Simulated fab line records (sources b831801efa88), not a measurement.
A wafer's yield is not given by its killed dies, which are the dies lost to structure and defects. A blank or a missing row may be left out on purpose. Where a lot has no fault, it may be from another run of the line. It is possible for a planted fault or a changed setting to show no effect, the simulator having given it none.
Which tool is to blame? | flow sky130 | 12 lots, 36 wafers sampled, at 6 steps of a route of 708

## WHAT EACH GAUGE READ, for each wafer
SKY_FIELD_ISO_THK_MEAS_23. Usual: FIELD_ISO_OXIDATION_01_THK typically reads 9.96 nm, with standard deviation 0.19.
lot  | measured    | on            | FIELD_ISO_OXIDATION_01_THK (nm) | flag
L774 | day 2 07:47 | film metro-03 | 9.62 9.50 9.66                  |
L775 | day 2 13:49 | film metro-03 | 10.04 9.79 10.03                |
L776 | day 2 17:29 | film metro-04 | 9.76 9.64 9.61                  |
L780 | day 3 14:44 | film metro-01 | 10.08 9.90 10.02                |
L781 | day 3 19:49 | film metro-01 | 9.93 9.82 9.68                  |
L782 | day 3 23:37 | film metro-04 | 9.92 9.99 9.83                  |
L783 | day 4 05:49 | film metro-04 | 9.96 10.04 9.82                 |
L784 | day 4 12:14 | film metro-01 | 9.77 9.81 9.92                  |
L785 | day 4 15:50 | film metro-04 | 9.97 9.84 9.91                  |
L792 | day 6 07:48 | film metro-04 | 9.94 9.99 10.06                 |
L794 | day 6 16:26 | film metro-03 | 10.19 10.21 10.12               |
L797 | day 7 06:55 | film metro-01 | 9.76 9.93 9.72                  |

SKY_PWDE_OVL_MEAS_07. Usual: PWDE_OVL typically reads -0.3 nm, with standard deviation 1.5.
lot  | measured    | on         | PWDE_OVL (nm)  | flag
L774 | day 3 22:16 | overlay-01 | -1.9 -1.4 -1.8 |
L775 | day 4 02:52 | overlay-02 | 3.6 2.3 3.4    |
L776 | day 4 06:53 | overlay-01 | -0.2 -0.2 -1.3 |
L780 | day 5 05:25 | overlay-01 | -1.5 0.5 -0.7  |
L781 | day 5 10:28 | overlay-01 | -0.5 -1.5 1.6  |
L782 | day 5 14:31 | overlay-02 | 0.8 0.5 1.4    |
L783 | day 5 22:13 | overlay-02 | -1.7 -1.1 -0.8 |
L784 | day 6 06:02 | overlay-02 | -1.7 -0.5 0.1  |
L785 | day 6 16:01 | overlay-01 | -1.6 -0.2 0.4  |
L792 | day 8 02:40 | overlay-01 | -0.2 1.0 -1.4  |
L794 | day 8 14:04 | overlay-02 | 1.5 2.2 1.2    |
L797 | day 9 09:07 | overlay-02 | -0.2 -1.2 0.1  |

SKY_NWELL_TW_MEAS_15. Usual: NWELL_TW typically reads 1825, with standard deviation 12.
lot  | measured     | on            | NWELL_TW       | flag
L774 | day 4 17:07  | film metro-03 | 1814 1814 1803 |
L775 | day 4 21:17  | film metro-03 | 1816 1817 1812 |
L776 | day 5 01:11  | film metro-02 | 1810 1819 1809 |
L780 | day 6 00:13  | film metro-03 | 1823 1821 1812 |
L781 | day 6 05:58  | film metro-01 | 1830 1839 1831 |
L782 | day 6 09:22  | film metro-03 | 1829 1819 1824 |
L783 | day 6 17:43  | film metro-01 | 1829 1836 1843 |
L784 | day 7 02:22  | film metro-03 | 1797 1800 1799 |
L785 | day 7 11:50  | film metro-01 | 1842 1830 1838 |
L792 | day 9 00:20  | film metro-03 | 1561 1556 1546 | OFF
L794 | day 9 12:15  | film metro-02 | 1567 1563 1566 | OFF
L797 | day 10 08:35 | film metro-02 | 1825 1837 1839 |

SKY_NWELL_RS_MEAS_29: measures by four-point-probe. Usual: NWELL_RS typically reads 624.0 ohm/sq, with standard deviation 1.7.
lot  | measured     | on            | NWELL_RS (ohm/sq) | flag
L774 | day 5 10:01  | film metro-01 | 626.0 623.7 625.0 |
L775 | day 5 14:54  | film metro-02 | 625.7 625.6 624.3 |
L776 | day 5 19:08  | film metro-01 | 621.3 622.7 622.0 |
L780 | day 6 19:31  | film metro-01 | 622.8 624.5 623.3 |
L781 | day 7 01:47  | film metro-02 | 624.5 625.8 626.4 |
L782 | day 7 04:06  | film metro-01 | 623.1 623.3 624.4 |
L783 | day 7 13:11  | film metro-02 | 624.7 627.1 626.0 |
L784 | day 7 21:32  | film metro-02 | 625.3 625.7 625.4 |
L785 | day 8 08:50  | film metro-01 | 622.0 623.4 623.4 |
L792 | day 9 22:01  | film metro-03 | 823.2 821.4 821.4 | OFF
L794 | day 10 10:43 | film metro-01 | 819.5 818.4 816.6 | OFF
L797 | day 11 08:18 | film metro-02 | 623.4 625.4 625.0 |

## WHAT TOOL EACH LOT RAN ON (gives the tool, then ch and the chambers of the sampled wafers, and finally the start)
lot  | SKY_NWELL_IMPLANT_11            | SKY_NWELL_RTA_28
L774 | implanter-03 ch 0, day 4 16:34  | rtp anneal-02 ch 0, day 5 09:55
L775 | implanter-03 ch 0, day 4 20:45  | rtp anneal-02 ch 0, day 5 14:48
L776 | implanter-03 ch 0, day 5 00:40  | rtp anneal-01 ch 0, day 5 19:02
L780 | implanter-04 ch 0, day 5 23:40  | rtp anneal-02 ch 0, day 6 19:25
L781 | implanter-03 ch 0, day 6 05:25  | rtp anneal-02 ch 0, day 7 01:41
L782 | implanter-03 ch 0, day 6 08:49  | rtp anneal-01 ch 0, day 7 04:00
L783 | implanter-03 ch 0, day 6 17:10  | rtp anneal-02 ch 0, day 7 13:05
L784 | implanter-04 ch 0, day 7 01:52  | rtp anneal-02 ch 0, day 7 21:26
L785 | implanter-03 ch 0, day 7 11:19  | rtp anneal-02 ch 0, day 8 08:40
L792 | implanter-03 ch 0, day 8 23:47  | rtp anneal-02 ch 0, day 9 21:55
L794 | implanter-03 ch 0, day 9 11:43  | rtp anneal-02 ch 0, day 10 10:37
L797 | implanter-04 ch 0, day 10 08:02 | rtp anneal-02 ch 0, day 11 08:12
- SKY_NWELL_IMPLANT_11
- SKY_NWELL_RTA_28: time 30 s.

## AS READ BY THE TOOLS THEMSELVES (means over the sampled wafers that have a number; for cases with no such wafer, the mark the record gives instead)
SKY_NWELL_IMPLANT_11. Usual: dose ions cm2 1.8996e+13, standard deviation 2.4e+10; end station pressure torr 5.06e-06 Torr, standard deviation 2.9e-07; faraday current uA 107.2, standard deviation 2.1.
lot  | tool         | dose ions cm2 | end station pressure torr (Torr) | faraday current uA | flag
L774 | implanter-03 | 1.9000e+13    | 5.14e-06                         | 106.8              |
L775 | implanter-03 | 1.8993e+13    | 4.96e-06                         | 106.9              |
L776 | implanter-03 | 1.8970e+13    | 5.12e-06                         | 107.4              |
L780 | implanter-04 | 1.8971e+13    | 5.16e-06                         | 107.7              |
L781 | implanter-03 | 1.9035e+13    | 4.64e-06                         | 106.3              |
L782 | implanter-03 | 1.9030e+13    | 4.96e-06                         | 105.8              |
L783 | implanter-03 | 1.8960e+13    | 4.92e-06                         | 107.3              |
L784 | implanter-04 | 1.8991e+13    | 5.21e-06                         | 106.7              |
L785 | implanter-03 | 1.8981e+13    | 5.16e-06                         | 107.9              |
L792 | implanter-03 | 1.1365e+13    | 5.03e-06                         | 62.4               | OFF
L794 | implanter-03 | 1.1362e+13    | 4.82e-06                         | 64.6               | OFF
L797 | implanter-04 | 1.8993e+13    | 5.14e-06                         | 106.1              |

SKY_NWELL_RTA_28. Usual: lamp power pct 25.31 %, standard deviation 0.052; ramp down c per s 89.998, standard deviation 0.016; wafer_temp_C_max 1055.0, standard deviation 0.99.
lot  | tool          | lamp power pct (%) | ramp down c per s | wafer_temp_C_max | flag
L774 | rtp anneal-02 | 25.31              | 90.002            | 1054.7           |
L775 | rtp anneal-02 | 25.27              | 89.993            | 1055.7           |
L776 | rtp anneal-01 | 25.28              | 89.987            | 1054.1           |
L780 | rtp anneal-02 | 25.25              | 89.989            | 1054.8           |
L781 | rtp anneal-02 | 25.35              | 90.000            | 1055.5           |
L782 | rtp anneal-01 | 25.34              | 90.015            | 1055.9           |
L783 | rtp anneal-02 | 25.34              | 90.011            | 1054.8           |
L784 | rtp anneal-02 | 25.34              | 89.994            | 1055.9           |
L785 | rtp anneal-02 | 25.28              | 89.983            | 1055.2           |
L792 | rtp anneal-02 | 25.34              | 89.996            | 1055.0           |
L794 | rtp anneal-02 | 25.25              | 90.008            | 1055.8           |
L797 | rtp anneal-02 | 25.31              | 90.006            | 1054.6           |

## THE ANSWER, worked out from the rows above alone
Rule: a lot counts as off when the mean over its wafers that have a number is more than 3 standard deviations away from the usual mean. A lot without any number at a reading at which 4 lots or more have one is off too. Where the step has rows for the other lots, those lots are counted as sound. After the gauges, taken in route order, come the tools' own readings; for these a lot's mean is taken, as printed above. The first step at which some lot is off is used, and at that step the reading that is off furthest; a lot without a number counts as furthest.
Off: L792, L794, seen at SKY_NWELL_TW_MEAS_15 (NWELL_TW).
A tool fits if, at a process step before that reading, it ran every lot that is off, and no sound lot after the first of them. The gauges at SKY_NWELL_TW_MEAS_15 aren't tried: what is off there is off at SKY_NWELL_IMPLANT_11 too, on other tools, and a gauge's error can't cause that. One fits: SKY_NWELL_IMPLANT_11 on implanter-03. Its last sound lot is L785 (day 7 11:19), its first lot that is off L792 (day 8 23:47): a fault that began between those two fits.
The tool's own readings at SKY_NWELL_IMPLANT_11 bear it out: on the lots that are off they differ by more than 5 times the standard deviation of the sound lots' means. dose ions cm2 reads 1.1364e+13 there against 1.8992e+13 on the sound lots; faraday current uA reads 63.5 there against 106.9 on the sound lots.

## WHAT WAS PUT IN BY THE SIMULATOR
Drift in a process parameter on implanter-03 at SKY_NWELL_IMPLANT_11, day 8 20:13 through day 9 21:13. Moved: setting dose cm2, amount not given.
Shown lots that were struck: L792, L794. The rule above found the same.
